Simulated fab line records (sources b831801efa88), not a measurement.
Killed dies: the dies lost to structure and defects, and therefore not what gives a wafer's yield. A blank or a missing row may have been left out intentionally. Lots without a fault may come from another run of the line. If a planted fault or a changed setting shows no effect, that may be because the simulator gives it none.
Struck lot and sound lot, side by side ; flow sky130 ; 18 out of 708 route steps
Sound: the wafers L813.2, L813.4, L813.6. Wafers L817.3, L817.4, L817.5 were the ones struck. Last of all comes the cause.
Per side, at each step with rows, come the tool, then ch with its chambers, and then its first start. Under that, the readings that differ: sound wafers ; struck wafers ; difference of the means ; sigmas: that difference in standard deviations of wafers without a fault.
alike: readings whose means differ by less than 2 such deviations, and words and numbers that are the same on both sides. not compared: withheld readings, readings that some wafer has no value for, bounds like >300 that may hide the same value, and numbers for which the record gives no deviation and whose values overlap.
Wherever a step has rows on one side only, a row that says differs or no value, or a row with sigmas, the two part there. Non-overlapping numbers with no deviation appear without sigmas and do not part them. A reading missing from all wafers of one side parts the sides only when that side holds two or more wafers.

first, 1 step without rows for these wafers: SKY_NWELL_IMPLANT_24.
SKY_NWELL_STRIP_25: strips in O2/N2.
  sound on plasma_asher-03 ch 0,1, day 5 06:25; struck on plasma_asher-01 ch 0,1, day 6 10:51
  alike: chamber_pressure_mTorr, drypump_motor_current_A, oes_product_au, strip_time_to_endpoint_s
  not compared: rf_hours_counter_h
SKY_NWELL_TW_MEAS_26:
  sound on film_metro-01 at day 5 06:31; struck on film_metro-04 at day 6 10:56
  alike: NWELL_2_TW
then, 1 step without rows for these wafers: SKY_NWELL_CLEAN_27 (cleans in SC1/SC2, time 150 s).
SKY_NWELL_RTA_28: time 30 s.
  sound on rtp_anneal-02 ch 0, day 5 06:38; struck on rtp_anneal-02 ch 0, day 6 11:04
  alike: lamp_power_pct, wafer_temp_C_max
SKY_NWELL_RS_MEAS_29: measures by four-point-probe.
  sound on film_metro-02 at day 5 06:44; struck on film_metro-04 at day 6 11:10
  alike: NWELL_RS
SKY_NWELL_RS_MEAS_31: measures by four-point-probe.
  sound on film_metro-02 at day 5 06:59; struck on film_metro-04 at day 6 11:25
  alike: PWDE_RS
then, 4 steps without rows for these wafers: SKY_VT_ADJUST_HVTP_DEHYDRATE_00 (time 60 s); SKY_VT_ADJUST_HVTP_HMDS_01 (prime time 60 s); SKY_VT_ADJUST_HVTP_COAT_02 (resist thk 1140 nm); SKY_VT_ADJUST_HVTP_SOFTBAKE_03 (time 60 s).
SKY_VT_ADJUST_HVTP_EXPOSE_04: exposes mask HVTPM, target cd 380 nm.
  sound on iline_stepper-01 ch 0, day 5 16:49; struck on iline_stepper-02 ch 0, day 6 20:49
reading;sound;struck;difference;sigmas
model.VT_ADJUST_HVTP.overlay_x_nm (nm);-0.1825 -0.1825 -0.1825;232.7 232.7 232.7;+232.9;
  alike: mask, exposure_dose_mJ_cm2
then, 2 steps without rows for these wafers: SKY_VT_ADJUST_HVTP_PEB_05; SKY_VT_ADJUST_HVTP_DEVELOP_06 (develop time 60 s).
SKY_VT_ADJUST_HVTP_CD_MEAS_07: target cd 380 nm.
  sound on cd_sem-01 at day 6 01:36; struck on cd_sem-01 at day 7 06:35
  alike: cd_nm
SKY_VT_ADJUST_HVTP_OVL_MEAS_08:
  sound on overlay-02 at day 6 01:42; struck on overlay-01 at day 7 06:41
reading;sound;struck;difference;sigmas
VT_ADJUST_HVTP_OVL (nm);-2.2 -0.9 0.8;229.7 234.4 233.8;+233.4;+99 or more
after that, 1 step had no rows for these wafers: SKY_VT_ADJUST_HVTP_IMPLANT_09.
-- record jumps: 40 days separate the struck wafers' starts on either side; left off in module VT_ADJUST_HVTP, taken up again in module PAD_OPEN, whose first shown step is the route's number 708 --
SKY_PAD_OPEN_PROBE_99:
  sound on prober-02 at day 45 21:05; struck on prober-02 at day 47 03:29
reading;sound;struck;difference;sigmas
killed_at_M0_to_M3;43 40 29;48 58 52;+15;+2
killed_at_front_end;12 23 22;91 96 122;+84;+19
killed_at_other;3 0 1;0 0 0;-1;-2
killed_dies;88 90 83;170 188 195;+97;+11
killed_on_rim;18 20 18;36 36 38;+18;+5
  alike: killed_at_M4_up, killed_at_contacts, killed_open, killed_short

== WHERE THEY PART ==
Last at SKY_PAD_OPEN_PROBE_99 as far as this record goes, first at SKY_VT_ADJUST_HVTP_OVL_MEAS_08.

WHY: whatever the simulator had introduced
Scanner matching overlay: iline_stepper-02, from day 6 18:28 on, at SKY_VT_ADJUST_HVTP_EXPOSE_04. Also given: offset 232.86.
